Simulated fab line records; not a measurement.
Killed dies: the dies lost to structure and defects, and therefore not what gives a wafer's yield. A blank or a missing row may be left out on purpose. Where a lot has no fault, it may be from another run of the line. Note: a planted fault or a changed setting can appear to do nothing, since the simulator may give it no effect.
The same fault as seen by 2 desks / flow gf180mcu / only its own numbers are on each desk; what lay behind them is given at the end

## THE TOOL OWNER'S DESK: cvd_w-02
The tool's own readings at GF_CONTACT_CVD_24 (deposits W, target thk 300 nm, time 90.339 s): means of the sampled wafers that have a number, for each lot that ran on this tool. Any lot whose mean is over 4 standard deviations away from the usual mean is out of limits and marked OUT; that distance is given in the brackets.
Columns: A = heater_power_w at GF_CONTACT_CVD_24, usual 966 W; B = susceptor_temp_C at GF_CONTACT_CVD_24, usual 400.00 C
lot=L427; first seen here=day 17 07:52; A=1012; B=400.09
lot=L428; first seen here=day 17 12:37; A=981; B=400.08
lot=L431; first seen here=day 18 17:19; A=1011; B=399.86
lot=L434; first seen here=day 19 23:34; A=1008; B=400.14
lot=L435; first seen here=day 20 09:39; A=996; B=400.01
lot=L436; first seen here=day 20 21:11; A=972; B=399.88
lot=L439; first seen here=day 21 18:30; A=1028; B=406.84 (+34) OUT
lot=L440; first seen here=day 22 06:41; A=1101; B=414.30 (+71) OUT
This desk finds L439, L440 out of limits, L439 being first, at day 21 18:30 (susceptor_temp_C at GF_CONTACT_CVD_24). L427, L428, L431, L434, L435, L436: within limits.

## THE METROLOGY DESK
What the gauges read for every lot (on any tool): the sampled wafers with a number, averaged. Any lot whose mean is over 4 standard deviations away from the usual mean is out of limits and marked OUT; that distance is given in the brackets.
Columns: A = CONTACT_W_RS at GF_CONTACT_RS_MEAS_25, usual 0.382 ohm/sq; B = CONTACT_W_THK at GF_CONTACT_THK_MEAS_26, usual 303 nm
lot=L426; first seen here=day 17 00:44; A=0.390; B=301
lot=L427; first seen here=day 17 07:59; A=0.381; B=306
lot=L428; first seen here=day 17 12:43; A=0.378; B=309
lot=L430; first seen here=day 18 04:13; A=0.384; B=299
lot=L431; first seen here=day 18 17:26; A=0.383; B=301
lot=L434; first seen here=day 19 23:40; A=0.377; B=310
lot=L435; first seen here=day 20 09:45; A=0.387; B=300
lot=L436; first seen here=day 20 21:17; A=0.376; B=312
lot=L439; first seen here=day 21 18:38; A=0.343 (-8.9) OUT; B=350 (+10) OUT
lot=L440; first seen here=day 22 06:52; A=0.300 (-19) OUT; B=402 (+21) OUT
lot=L447; first seen here=day 24 08:29; A=0.386; B=301
This desk's result: L439, L440 out of limits, first on L439 (CONTACT_W_RS at GF_CONTACT_RS_MEAS_25), day 21 18:38. L426, L427, L428, L430, L431, L434, L435, L436, L447: within limits.

## TAKEN TOGETHER
On L439, L440, at day 21 18:30, an alarm was possible from the tool owner's desk.
The metrology desk could have raised an alarm at day 21 18:38, on L439, L440.
GF_CONTACT_CVD_24 was run on cvd_w-02 by each of the lots named.

## WHAT HAD BEEN PUT IN BY THE SIMULATOR
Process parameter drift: cvd_w-02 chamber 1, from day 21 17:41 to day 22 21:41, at GF_CONTACT_CVD_24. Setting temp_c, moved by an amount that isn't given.
Shown lots that were struck: L439, L440.
Counting hours from when the fault started, the first reading out of limits came at 1 for the tool owner's desk and at 1 for the metrology desk.
